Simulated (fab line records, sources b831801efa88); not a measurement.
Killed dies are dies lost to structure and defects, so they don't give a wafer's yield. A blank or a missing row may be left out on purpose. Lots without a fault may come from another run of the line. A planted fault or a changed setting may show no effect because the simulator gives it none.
Which tool did it? | flow gf180mcu | 14 lots, 42 wafers sampled, at 5 steps of a route of 602

WHAT THE GAUGES READ, wafer by wafer
GF_VT_IMPLANT_OVL_MEAS_40. Usual: VT_IMPLANT_03_OVL 0.7 nm, standard deviation 1.2.
lot  | measured     | on         | VT_IMPLANT_03_OVL (nm) | flag
L489 | day 7 13:02  | overlay-02 | 1.7 1.2 0.4            |
L490 | day 7 21:53  | overlay-01 | 0.0 -0.6 -1.7          |
L492 | day 8 09:29  | overlay-02 | 2.3 3.7 2.0            |
L493 | day 8 16:59  | overlay-02 | 0.5 2.5 2.6            |
L494 | day 9 00:17  | overlay-02 | -2.9 -1.6 -0.6         |
L495 | day 9 07:16  | overlay-02 | 1.6 2.9 2.4            |
L498 | day 10 00:50 | overlay-02 | 0.9 0.6 0.9            |
L499 | day 10 07:05 | overlay-02 | - - -                  | OFF
L500 | day 10 13:59 | overlay-01 | - - -                  | OFF
L501 | day 10 23:26 | overlay-01 | 3.0 1.1 1.8            |
L507 | day 12 21:05 | overlay-01 | 0.7 0.8 1.0            |
L509 | day 13 03:19 | overlay-02 | -0.1 -1.4 1.4          |
L510 | day 13 09:53 | overlay-01 | -0.1 -0.2 0.2          |
L511 | day 13 18:26 | overlay-02 | -0.7 0.1 0.6           |

GF_PSD_CD_MEAS_07: target cd 400 nm. Usual: cd_nm 400.3 nm, standard deviation 2.5.
lot  | measured     | on        | cd_nm (nm)        | flag
L489 | day 14 08:09 | cd_sem-02 | 400.8 400.1 400.2 |
L490 | day 14 15:00 | cd_sem-02 | 398.4 402.0 401.5 |
L492 | day 15 12:56 | cd_sem-01 | 400.2 401.6 399.2 |
L493 | day 15 22:25 | cd_sem-02 | 403.2 400.3 401.7 |
L494 | day 16 01:41 | cd_sem-01 | 398.5 399.7 399.8 |
L495 | day 16 11:24 | cd_sem-01 | 398.6 399.4 401.8 |
L498 | day 17 06:13 | cd_sem-02 | 403.8 405.0 402.4 |
L501 | day 18 13:23 | cd_sem-02 | 401.7 401.5 400.6 |
L507 | day 21 01:44 | cd_sem-01 | 400.4 400.9 401.6 |
L509 | day 21 07:50 | cd_sem-02 | 398.2 399.0 400.6 |
L510 | day 21 13:06 | cd_sem-02 | 399.1 397.9 399.5 |
L511 | day 22 00:17 | cd_sem-01 | 401.1 402.0 403.3 |

GF_M1_CD_MEAS_14: target cd 230 nm. Usual: cd_nm 230.1 nm, standard deviation 1.2.
lot  | measured     | on        | cd_nm (nm)        | flag
L489 | day 17 03:45 | cd_sem-02 | 231.1 230.5 229.1 |
L490 | day 17 13:17 | cd_sem-02 | 227.8 229.3 228.2 |
L492 | day 18 13:36 | cd_sem-01 | 231.1 230.8 230.3 |
L493 | day 19 00:34 | cd_sem-02 | 230.3 230.5 230.8 |
L494 | day 19 01:29 | cd_sem-02 | 232.1 230.6 232.0 |
L495 | day 19 13:24 | cd_sem-01 | 229.8 229.6 229.0 |
L498 | day 20 10:20 | cd_sem-01 | 231.4 231.0 230.3 |
L501 | day 21 15:46 | cd_sem-02 | 230.0 230.9 229.3 |
L507 | day 24 02:50 | cd_sem-01 | 230.0 230.5 231.2 |
L509 | day 24 09:21 | cd_sem-02 | 229.7 229.7 230.4 |
L510 | day 24 13:48 | cd_sem-01 | 230.7 229.2 230.0 |
L511 | day 24 23:27 | cd_sem-01 | 226.7 226.2 226.8 |

GF_M2_OVL_MEAS_15. Usual: M2_OVL 2 nm, standard deviation 5.8.
lot  | measured     | on         | M2_OVL (nm) | flag
L489 | day 19 06:06 | overlay-01 | 0 15 5      |
L490 | day 19 15:06 | overlay-01 | -2 -10 1    |
L492 | day 20 15:06 | overlay-02 | 5 -5 4      |
L493 | day 21 03:48 | overlay-01 | 3 4 1       |
L494 | day 21 04:53 | overlay-02 | -1 16 3     |
L495 | day 21 15:38 | overlay-01 | 6 7 7       |
L498 | day 22 12:21 | overlay-01 | 19 9 4      |
L501 | day 23 17:19 | overlay-01 | 7 10 3      |
L507 | day 26 00:57 | overlay-02 | 3 2 5       |
L509 | day 26 07:13 | overlay-01 | -2 3 -2     |
L510 | day 26 10:59 | overlay-01 | 4 0 14      |
L511 | day 26 21:12 | overlay-02 | -5 5 -5     |

WHICH TOOL RAN EACH LOT (tool, then ch and the chambers of the sampled wafers, then the start)
lot  | GF_VT_IMPLANT_COAT_35
L489 | litho_track-01 ch 0, day 7 04:53
L490 | litho_track-04 ch 0, day 7 14:01
L492 | litho_track-02 ch 0, day 8 01:01
L493 | litho_track-04 ch 0, day 8 08:17
L494 | litho_track-04 ch 0, day 8 15:41
L495 | litho_track-04 ch 0, day 8 23:01
L498 | litho_track-01 ch 0, day 9 16:13
L499 | litho_track-04, day 9 21:53
L500 | litho_track-04, day 10 04:50
L501 | litho_track-02 ch 0, day 10 14:22
L507 | litho_track-01 ch 0, day 12 10:43
L509 | litho_track-02 ch 0, day 12 17:04
L510 | litho_track-04 ch 0, day 12 23:46
L511 | litho_track-04 ch 0, day 13 08:10
- GF_VT_IMPLANT_COAT_35: resist thk 1000 nm.

WHAT THE TOOLS THEMSELVES READ (means of the sampled wafers that have a number; where no wafer has one, the mark that the record gives instead)
GF_VT_IMPLANT_COAT_35. Usual: chill_plate_temp_C 23.00 C, standard deviation 0.11; dispense_pressure_kPa 50.3 kPa, standard deviation 1.4; resist_line_temp_C 23.00 C, standard deviation 0.1.
lot  | tool           | chill_plate_temp_C (C) | dispense_pressure_kPa (kPa) | resist_line_temp_C (C) | flag
L489 | litho_track-01 | 22.86                  | 52.3                        | 22.92                  |
L490 | litho_track-04 | 23.11                  | 48.9                        | 22.85                  |
L492 | litho_track-02 | 23.07                  | 50.6                        | 22.99                  |
L493 | litho_track-04 | 23.02                  | 48.9                        | 22.98                  |
L494 | litho_track-04 | 23.10                  | 48.9                        | 23.06                  |
L495 | litho_track-04 | 22.77                  | 48.9                        | 23.04                  |
L498 | litho_track-01 | 23.10                  | 52.4                        | 22.92                  |
L499 | litho_track-04 | -                      | -                           | -                      | OFF
L500 | litho_track-04 | -                      | -                           | -                      | OFF
L501 | litho_track-02 | 23.18                  | 50.6                        | 23.01                  |
L507 | litho_track-01 | 23.09                  | 52.3                        | 23.11                  |
L509 | litho_track-02 | 22.94                  | 50.6                        | 22.95                  |
L510 | litho_track-04 | 22.95                  | 48.8                        | 23.03                  |
L511 | litho_track-04 | 23.01                  | 48.9                        | 23.10                  |

THE ANSWER, worked out from the rows above alone
Rule: a lot is off if the mean of its wafers that have a number lies more than 3 standard deviations from the usual mean. A lot without any number at a reading at which 4 lots or more have one is off too. The other lots that the step has rows for count as sound. The gauges are gone through in route order, then the tools' own readings, and for those a lot's mean is taken as printed above. The first step at which some lot is off is used, and at that step the reading that is off furthest; a lot without a number counts as furthest.
Off: L499, L500, at GF_VT_IMPLANT_OVL_MEAS_40 (VT_IMPLANT_03_OVL). Without a number there: L499, L500.
A tool fits if, at a process step before that reading, it ran every lot that is off, and no sound lot after the first of them. The gauges at GF_VT_IMPLANT_OVL_MEAS_40 aren't tried: what is off there is off at GF_VT_IMPLANT_COAT_35 too, on other tools, and a gauge's error can't cause that. None of those tried fits.

WHAT THE SIMULATOR HAD PUT IN
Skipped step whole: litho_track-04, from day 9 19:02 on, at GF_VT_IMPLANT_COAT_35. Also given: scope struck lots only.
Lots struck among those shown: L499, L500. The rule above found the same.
